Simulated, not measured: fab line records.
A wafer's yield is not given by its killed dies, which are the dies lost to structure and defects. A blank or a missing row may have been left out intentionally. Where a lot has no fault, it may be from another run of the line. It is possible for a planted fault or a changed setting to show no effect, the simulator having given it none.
Which tool is to blame? + flow gf180mcu + 12 lots, 36 wafers sampled, at 5 steps of a route of 602

WHAT THE GAUGES READ, wafer by wafer
GF_M1_RS_MEAS_05: the measuring method here is four-point-probe.
| lot  | measured     | on            | M1_ALCU_RS (ohm/sq)  |
|------|--------------|---------------|----------------------|
| L617 | day 16 01:14 | film metro-01 | 0.0703 0.0701 0.0698 |
| L618 | day 16 10:05 | film metro-03 | 0.0695 0.0710 0.0705 |
| L619 | day 16 13:23 | film metro-01 | 0.0698 0.0695 0.0702 |
| L620 | day 17 07:57 | film metro-01 | 0.0691 0.0692 0.0693 |
| L621 | day 17 17:08 | film metro-01 | 0.0700 0.0698 0.0694 |
| L624 | day 18 16:21 | film metro-03 | 0.0688 0.0688 0.0686 |
| L625 | day 19 06:57 | film metro-01 | 0.0689 0.0692 0.0696 |
| L626 | day 19 19:06 | film metro-01 | 0.0686 0.0687 0.0687 |
| L629 | day 20 15:10 | film metro-01 | 0.0683 0.0687 0.0683 |
| L638 | day 23 16:38 | film metro-03 | 0.0697 0.0692 0.0697 |
| L639 | day 23 22:22 | film metro-01 | 0.0698 0.0688 0.0690 |
| L640 | day 24 07:58 | film metro-02 | 0.0701 0.0697 0.0701 |

GF_V1_THK_MEAS_03.
| lot  | measured     | on            | V1_CVD_02_THK (nm) |
|------|--------------|---------------|--------------------|
| L617 | day 17 00:09 | film metro-04 | 845 859 862        |
| L618 | day 17 10:06 | film metro-01 | 836 840 849        |
| L619 | day 17 13:31 | film metro-04 | 838 841 848        |
| L620 | day 18 08:25 | film metro-01 | 839 841 860        |
| L621 | day 18 18:10 | film metro-02 | 861 870 864        |
| L624 | day 19 17:23 | film metro-01 | 840 851 848        |
| L625 | day 20 08:30 | film metro-02 | 844 843 859        |
| L626 | day 20 20:17 | film metro-02 | 837 850 865        |
| L629 | day 21 16:20 | film metro-01 | 843 853 843        |
| L638 | day 24 16:00 | film metro-01 | 842 841 856        |
| L639 | day 24 21:38 | film metro-01 | 838 860 849        |
| L640 | day 25 06:25 | film metro-04 | 853 852 855        |

GF_V1_BOW_MEAS_05.
| lot  | measured     | on            | V1_BOW (um)     |
|------|--------------|---------------|-----------------|
| L617 | day 17 00:31 | film metro-02 | 80 78 85        |
| L618 | day 17 10:28 | film metro-02 | 93 86 83        |
| L619 | day 17 13:53 | film metro-02 | 72 78 89        |
| L620 | day 18 08:46 | film metro-04 | 80 86 84        |
| L621 | day 18 18:32 | film metro-01 | 90 92 98        |
| L624 | day 19 17:45 | film metro-01 | 85 96 71        |
| L625 | day 20 08:52 | film metro-01 | 77 74 85        |
| L626 | day 20 20:40 | film metro-01 | 93 87 100 - - - |
| L629 | day 21 16:43 | film metro-02 | 68 74 87        |
| L638 | day 24 16:22 | film metro-01 | 84 89 69        |
| L639 | day 24 22:00 | film metro-01 | 76 84 69        |
| L640 | day 25 06:49 | film metro-04 | 81 83 89        |

GF_V1_OVL_MEAS_15.
| lot  | measured     | on         | V1_OVL (nm) |
|------|--------------|------------|-------------|
| L617 | day 17 23:49 | overlay-01 | 1 6 8       |
| L618 | day 18 09:57 | overlay-01 | -3 0 -7     |
| L619 | day 18 13:39 | overlay-01 | 1 -6 4      |
| L620 | day 19 09:05 | overlay-01 | -2 1 -8     |
| L621 | day 19 18:43 | overlay-01 | 11 14 -4    |
| L624 | day 20 18:06 | overlay-02 | -5 -4 -1    |
| L625 | day 21 09:07 | overlay-02 | 6 0 -4      |
| L626 | day 21 20:40 | overlay-01 | -1 2 2      |
| L629 | day 22 16:55 | overlay-02 | 0 3 7       |
| L638 | day 25 14:04 | overlay-02 | 3 -1 10     |
| L639 | day 25 19:24 | overlay-01 | 4 5 -3      |
| L640 | day 26 03:54 | overlay-01 | 12 8 6      |

TOOL THAT RAN EACH LOT (tool first, then ch and the chambers of the sampled wafers, then the start)
| lot  | GF_V1_CMP_04                  |
|------|-------------------------------|
| L617 | cmp-02 ch 0,3, day 17 00:15   |
| L618 | cmp-02 ch 1,2,3, day 17 10:09 |
| L619 | cmp-01 ch 0,1,2, day 17 13:35 |
| L620 | cmp-01 ch 1,2,3, day 18 08:28 |
| L621 | cmp-02 ch 0,1, day 18 18:16   |
| L624 | cmp-02 ch 1,2,3, day 19 17:27 |
| L625 | cmp-01 ch 0,2, day 20 08:37   |
| L626 | cmp-01 ch 0,2,3, day 20 20:25 |
| L629 | cmp-02 ch 0,3, day 21 16:22   |
| L638 | cmp-01 ch 0,2,3, day 24 16:09 |
| L639 | cmp-02 ch 0,1,2, day 24 21:42 |
| L640 | cmp-02 ch 0,2,3, day 25 06:36 |
- GF_V1_CMP_04: polishes SiO2.

AS READ BY THE TOOLS THEMSELVES (means over the sampled wafers that have a number; for cases with no such wafer, the mark the record gives instead)
GF_V1_CMP_04.
| lot  | tool   | motor current A (A) | time to endpoint s (s) |
|------|--------|---------------------|------------------------|
| L617 | cmp-02 | 12.8                | 83                     |
| L618 | cmp-02 | 13.5                | 78                     |
| L619 | cmp-01 | 12.6                | 81                     |
| L620 | cmp-01 | 11.7                | 81                     |
| L621 | cmp-02 | 14.3                | 90                     |
| L624 | cmp-02 | 13.2                | 81                     |
| L625 | cmp-01 | 13.9                | 83                     |
| L626 | cmp-01 | 12.5                | 63                     |
| L629 | cmp-02 | 12.5                | 76                     |
| L638 | cmp-01 | 12.6                | 74                     |
| L639 | cmp-02 | 14.1                | 83                     |
| L640 | cmp-02 | 13.3                | 84                     |

THE ANSWER, worked out from the rows above alone
Rule: usual is defined by the lots themselves. Put in order of their means at a reading, lots are off if they are a third of the lots or fewer, leave a main group of 4 or more, and stand apart from it by a gap of 3 or more times the standard deviation of the main group's means; of several such gaps the widest counts. The tables above print the reading to a certain number of digits; a main group whose means all agree to those digits is not used. A lot without any number at a reading at which 4 lots or more have one is off too. The other lots that the step has rows for count as sound. After the gauges, taken in route order, come the tools' own readings; for these a lot's mean is taken, as printed above. At the first step where some lot is off, the reading lying furthest off is the one used; lots without a number count as furthest.
No lot is off on any of the readings shown, so nothing can be concluded from this.

WHAT THE SIMULATOR HAD PUT IN
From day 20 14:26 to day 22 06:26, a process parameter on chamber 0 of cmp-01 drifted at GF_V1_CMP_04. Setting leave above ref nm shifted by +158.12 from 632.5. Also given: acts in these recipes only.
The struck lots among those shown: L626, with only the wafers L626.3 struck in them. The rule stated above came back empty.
